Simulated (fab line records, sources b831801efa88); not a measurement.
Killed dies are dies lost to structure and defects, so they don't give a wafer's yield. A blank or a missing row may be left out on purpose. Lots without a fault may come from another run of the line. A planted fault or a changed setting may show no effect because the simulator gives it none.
fab line records | flow gf180mcu | part 2 of 2: steps 29 to 40 of 40
record lots=5 wafers=15 last_day=33
route steps=602 shown HV_LDD@221 NSD@235 PSD@248
lots that met no fault: from a run of the same line without faults
start_h: hours from the record's first day to the start of the lot's first wafer shown | wait_h: hours since the lot's step before | " the same as in the row above | L1.1+2: a row that stands for several wafers | - no value, or no start given | * or withheld: withheld | < > ~ a bound
route shown NAME@n: a module of which the file shows steps, and the number in the route of the first | usual: mean/standard deviation of fault-free wafers | same: alike in all rows | chamber/n: place in a boat | sites: the reading at each site | _std_site: their standard deviation | _edge_site: outer sites' mean less inner sites' | radius_mm: how far each site lies from the wafer's centre | mask NAME#n: copy n | behind: the tool/chamber that last shaped the wafer | hold: why the lot was held/for how many hours/how that ended | device: the transistor (n, p or np) that didn't switch | end of line: the same wafers' tests at the end of the route | a step without rows: its recipe alone | killed: dies lost to structure and defects at the first sort, not the wafer's yield | map: a wafer's dies, x killed, . not, _ none there
set.NAME: the setting as run; set.NAME@STEP: as run at that earlier step | model.NAME: the simulator's own value behind a step, which no gauge read
lots at some steps of the route; a table a step, a row a wafer
services: from which hour (start_h, from the record's first day; less than 0 if before it) a tool's chamber was out of use, for how many hours, and why
## steps
# step GF_PSD_HMDS_01
# recipe prime_time_s=60 prime_temp_c=120
# columns lot.wafer tool chamber start_h wait_h
L082.1+4+6 litho_track-03 0 375.26 0.1
L084.3+4+6 litho_track-03 0 391.11 0.1
L085.1+2+6 litho_track-03 0 402.46 0.1
L088.3+4+6 litho_track-02 0 428.42 0.1
L092.1+3+5 litho_track-03 0 462.61 0.1
# step GF_PSD_COAT_02
# recipe resist=NOVOLAK spin_rpm=3000 resist_thk_nm=1000
# columns lot.wafer tool chamber start_h wait_h
L082.1+4+6 litho_track-03 0 375.41 0.1
L084.3+4+6 litho_track-03 0 391.26 0.1
L085.1+2+6 litho_track-03 0 402.61 0.1
L088.3+4+6 litho_track-02 0 428.57 0.1
L092.1+3+5 litho_track-03 0 462.76 0.1
# step GF_PSD_SOFTBAKE_03
# recipe temp_c=90 time_s=60 resist=NOVOLAK
# usual plate_temp_C=90.01/0.12
# same time_s=60
# columns lot.wafer tool chamber start_h wait_h plate_temp_C
L082.1 litho_track-03 0 375.56 0.1 89.92
L082.4 " 0 " " 89.99
L082.6 " 0 " " 90.32
L084.3 litho_track-03 0 391.41 0.1 89.97
L084.4 " 0 " " 90.01
L084.6 " 0 " " 90.00
L085.1 litho_track-03 0 402.76 0.1 89.85
L085.2 " 0 " " 89.93
L085.6 " 0 " " 89.98
L088.3 litho_track-02 0 428.72 0.1 90.20
L088.4 " 0 " " 90.12
L088.6 " 0 " " 90.06
L092.1 litho_track-03 0 462.91 0.1 90.06
L092.3 " 0 " " 89.97
L092.5 " 0 " " 90.10
# step GF_PSD_EXPOSE_04
# recipe mask_id=Pplus target_cd_nm=400 na=0.6 source_shape=conventional sigma_outer=0.6 dose_mj=140
# columns lot.wafer tool chamber start_h wait_h mask
L082.1+4+6 iline_stepper-01 0 - - Pplus#0
L084.3+4+6 iline_stepper-01 0 - - Pplus#0
L085.1+2+6 iline_stepper-02 0 - - Pplus#0
L088.3+4+6 iline_stepper-01 0 - - Pplus#0
L092.1+3+5 iline_stepper-01 0 - - Pplus#0
# step GF_PSD_PEB_05
# recipe temp_c=withheld time_s=* resist=NOVOLAK
# same time_s=*
# columns lot.wafer tool chamber start_h wait_h
L082.1+4+6 litho_track-03 0 - -
L084.3+4+6 litho_track-01 0 - -
L085.1+2+6 litho_track-03 0 - -
L088.3+4+6 litho_track-03 0 - -
L092.1+3+5 litho_track-02 0 - -
# step GF_PSD_DEVELOP_06
# recipe develop_time_s=60 dev_temp_c=23
# columns lot.wafer tool chamber start_h wait_h
L082.1+4+6 litho_track-03 0 385.91 0.1
L084.3+4+6 litho_track-01 0 402.53 0.1
L085.1+2+6 litho_track-03 0 414.16 0.1
L088.3+4+6 litho_track-03 0 440.56 0.1
L092.1+3+5 litho_track-02 0 474.62 0.1
# step GF_PSD_CD_MEAS_07
# recipe target_cd_nm=400
# usual cd_nm=399.9/2.6
# columns lot.wafer tool chamber start_h wait_h cd_nm
L082.1 cd_sem-02 - 386.06 0.1 402.8
L082.4 " - " " 401.7
L082.6 " - " " 401.1
L084.3 cd_sem-02 - 402.67 0.1 403.8
L084.4 " - " " 401.5
L084.6 " - " " 403.0
L085.1 cd_sem-02 - 414.31 0.1 397.0
L085.2 " - " " 395.0
L085.6 " - " " 396.3
L088.3 cd_sem-02 - 440.70 0.1 397.3
L088.4 " - " " 396.2
L088.6 " - " " 398.4
L092.1 cd_sem-01 - 474.77 0.1 398.1
L092.3 " - " " 396.3
L092.5 " - " " 395.7
# step GF_PSD_OVL_MEAS_08
# usual PSD_OVL=0.3/1.2
# columns lot.wafer tool chamber start_h wait_h PSD_OVL[nm]
L082.1 overlay-02 - 386.18 0.1 0.3
L082.4 " - " " -0.1
L082.6 " - " " 0.4
L084.3 overlay-02 - 402.77 0.1 -0.5
L084.4 " - " " -2.4
L084.6 " - " " -1.6
L085.1 overlay-02 - 414.43 0.1 -0.3
L085.2 " - " " 2.2
L085.6 " - " " -1.5
L088.3 overlay-02 - 440.79 0.1 0.5
L088.4 " - " " -0.2
L088.6 " - " " 1.1
L092.1 overlay-01 - 474.89 0.1 -0.4
L092.3 " - " " 0.3
L092.5 " - " " 0.7
# step GF_PSD_IMPLANT_09
# recipe species=BF2 energy_kev=40 dose_cm2=1.5e+15 tilt_deg=7
# columns lot.wafer tool chamber start_h wait_h
L082.1+4+6 implanter-02 0 386.22 0.0
L084.3+4+6 implanter-04 0 402.84 0.1
L085.1+2+6 implanter-04 0 414.47 0.0
L088.3+4+6 implanter-04 0 440.87 0.1
L092.1+3+5 implanter-03 0 474.92 0.0
# step GF_PSD_STRIP_10
# recipe chemistry=O2/N2 power_w=1400 pressure_mtorr=1500 platen_temp_c=250 o2_flow_sccm=3000 n2_flow_sccm=300 overash_fraction=0.5
# usual drypump_motor_current_A=6.0/0.34 heater_power_w=349/33 oes_product_au=0.592/0.0048 strip_time_to_endpoint_s=16.51/0.034
# columns lot.wafer tool chamber start_h wait_h drypump_motor_current_A heater_power_w oes_product_au rf_hours_counter_h strip_time_to_endpoint_s
L082.1 plasma_asher-04 0 386.37 0.1 6.0 290 0.592 29 16.49
L082.4 " 1 " " 6.4 349 0.593 - 16.48
L082.6 " 0 " " 6.0 296 0.587 - 16.47
L084.3 plasma_asher-03 0 402.97 0.1 5.4 381 0.586 - 16.55
L084.4 " 1 " " 5.9 388 0.595 - 16.56
L084.6 " 0 " " 5.4 375 0.594 - 16.54
L085.1 plasma_asher-03 0 414.62 0.1 5.4 388 0.597 53 16.57
L085.2 " 1 " " 5.9 376 0.601 53 16.53
L085.6 " 0 " " 5.4 383 0.592 - 16.56
L088.3 plasma_asher-03 0 441.00 0.1 5.4 390 0.586 - 16.51
L088.4 " 1 " " 5.8 389 0.593 - 16.55
L088.6 " 1 " " 5.8 396 0.593 - 16.53
L092.1 plasma_asher-03 0 475.07 0.1 5.5 384 0.591 60 16.50
L092.3 " 0 " " 5.4 382 0.592 - 16.51
L092.5 " 0 " " 5.4 383 0.594 - 16.48
# step GF_PSD_TW_MEAS_11
# usual PSD_TW=3189/27
# columns lot.wafer tool chamber start_h wait_h PSD_TW
L082.1 film_metro-01 - 386.47 0.1 3226
L082.4 " - " " 3222
L082.6 " - " " 3224
L084.3 film_metro-03 - 403.06 0.1 3193
L084.4 " - " " 3190
L084.6 " - " " 3182
L085.1 film_metro-01 - 414.72 0.1 3217
L085.2 " - " " 3222
L085.6 " - " " 3228
L088.3 film_metro-04 - 441.09 0.1 3165
L088.4 " - " " 3174
L088.6 " - " " 3183
L092.1 film_metro-04 - 475.17 0.1 3172
L092.3 " - " " 3191
L092.5 " - " " 3180
# step GF_PSD_CLEAN_12
# recipe chemistry=SC1/SC2 mix=1:4:20 temp_c=70 time_s=150 dry=n2_spin
# usual temp_c=70.00/0.12
# same time_s=150
# columns lot.wafer tool chamber start_h wait_h temp_c
L082.1 wet_bench-03 2 386.53 0.1 70.07
L082.4 " 2 " " 70.03
L082.6 " 2 " " 70.33
L084.3 wet_bench-02 1 403.10 0.0 70.19
L084.4 " 1 " " 70.05
L084.6 " 1 " " 70.11
L085.1 wet_bench-03 0 414.78 0.1 69.94
L085.2 " 0 " " 69.81
L085.6 " 0 " " 69.84
L088.3 wet_bench-01 2 441.13 0.0 69.89
L088.4 " 2 " " 70.10
L088.6 " 2 " " 70.00
L092.1 wet_bench-01 3 475.23 0.1 70.12
L092.3 " 3 " " 69.87
L092.5 " 3 " " 69.99
## services
# columns tool chamber start_h hours kind
rie_diel-01 - 321.98 1.1 repair
iline_stepper-01 - 326.02 1.7 pm
rtp_anneal-02 - 329.40 3.4 pm
implanter-02 - 336.73 1.3 repair
implanter-04 - 337.73 6.0 pm
rie_diel-01 - 341.13 1.8 repair
plasma_asher-03 - 342.60 3.9 repair
plasma_asher-04 - 348.01 2.8 repair
plasma_asher-04 - 350.83 15.6 pm
lpcvd-01 - 382.48 14.6 pm
rie_diel-02 2 401.97 1.7 repair
implanter-02 - 407.24 8.1 repair
plasma_asher-01 - 409.91 11.0 repair
implanter-04 - 412.06 1.9 repair
lpcvd-01 - 420.79 2.0 repair
plasma_asher-01 - 421.25 9.0 pm
lpcvd-01 - 424.79 6.0 pm
iline_stepper-02 - 427.58 1.7 pm
plasma_asher-04 - 434.94 2.1 repair
iline_stepper-02 - 436.76 4.4 pm
plasma_asher-02 - 456.12 2.5 repair
implanter-03 - 461.84 2.4 pm
implanter-03 - 468.70 3.6 repair
implanter-03 - 469.92 1.6 repair
